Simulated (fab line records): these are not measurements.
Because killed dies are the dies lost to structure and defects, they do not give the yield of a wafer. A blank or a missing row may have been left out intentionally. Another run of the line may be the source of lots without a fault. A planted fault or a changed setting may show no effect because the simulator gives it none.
8D (eight disciplines) problem report, filled in by code / flow sky130 / the parts of the form that need people (team, actions taken, sign-off) are left out

== 1. THE PROBLEM ==
Mean of developer_temp_C at SKY_CONTACT_DEVELOP_13: 21.56 C across 5 wafers in 2 lots; on wafers with no fault it is 20.97 C (standard deviation 0.11). Measured from the usual mean, that is +5.4 standard deviations.
The step: develop time 60 s.
Earliest sighting: wafer L812.2 on litho_track-03 at day 36 01:00. At this step, 38 wafers from 13 lots have a number in the record. The rule behind "out" and "out of limits": a value lying over 4 standard deviations away from the usual mean. All remaining wafers that have a number are taken as sound.

== 2. WHAT THIS IS AND IS NOT ==
question=which readings at this step | is=developer_temp_C | is not=-
question=which lots | is=L812, L814 | is not=L801, L802, L803, L804, L806, L808, L809, L810, L811, L820, L821
question=which wafers of those lots | is=all that have a number | is not=-
question=read on which tools | is=litho_track-03 | is not=litho_track-01, litho_track-02
question=when | is=from day 36 01:00 | is not=up to then (27 sound wafers); but 6 sound wafers of L820, L821 came after

== 3. SUSPECTS, AND WHAT RULES EACH OUT ==
Counting: a tool stays on the suspect list if, at a process step up to the reading, it processed all lots that are out and no sound lot following the first of them.
- plasma_asher-03 at SKY_SD_N_STRIP_11 (strips in O2/N2): ruled out as a lasting fault. After its first lot that is out, L812 (day 32 16:17), sound lots L820, L821 ran on it.
- litho_track-03 at SKY_CONTACT_DEVELOP_13 (develop time 60 s): kept. It ran every lot that is out, first L812 (day 36 01:00), and no sound lot after that; its last sound lot up to then is L811 (day 35 06:00). Its own readings are out on those wafers: developer_temp_C.
After counting, what remains is litho_track-03 at SKY_CONTACT_DEVELOP_13.

== 4. THE CAUSE (what the simulator had put in) ==
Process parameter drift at SKY_CONTACT_DEVELOP_13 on litho_track-03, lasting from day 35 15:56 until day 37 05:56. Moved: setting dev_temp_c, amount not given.
Only this tool survived the counting.

== 5. THE EFFECT CHAIN, in route order ==
Each row: a reading where the mean over the struck wafers with a number is more than 3 standard deviations away from the usual. Readings are gone through only where the record gives a usual standard deviation; hours: the median, over the lots, of the time from a lot's start at the first step in this table giving one to that lot's start at this step; sigmas: the change measured in usual standard deviations.
hours=0; step=SKY_CONTACT_DEVELOP_13; reading=developer_temp_C; usual=20.97 C; on struck wafers=21.56; change=+0.59; sigmas=+5.4
Here are the process steps it includes:
- SKY_CONTACT_DEVELOP_13: develop time 60 s.
Later steps that measure or inspect, where all struck wafers having a row at the step show a number for every such reading and not one has moved that far: SKY_CONTACT_CD_MEAS_14.

== 6. HOW IT WOULD HAVE BEEN CAUGHT EARLIER ==
In this record the first reading out of limits was taken at day 36 01:00, 9 hours after the fault began at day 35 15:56.
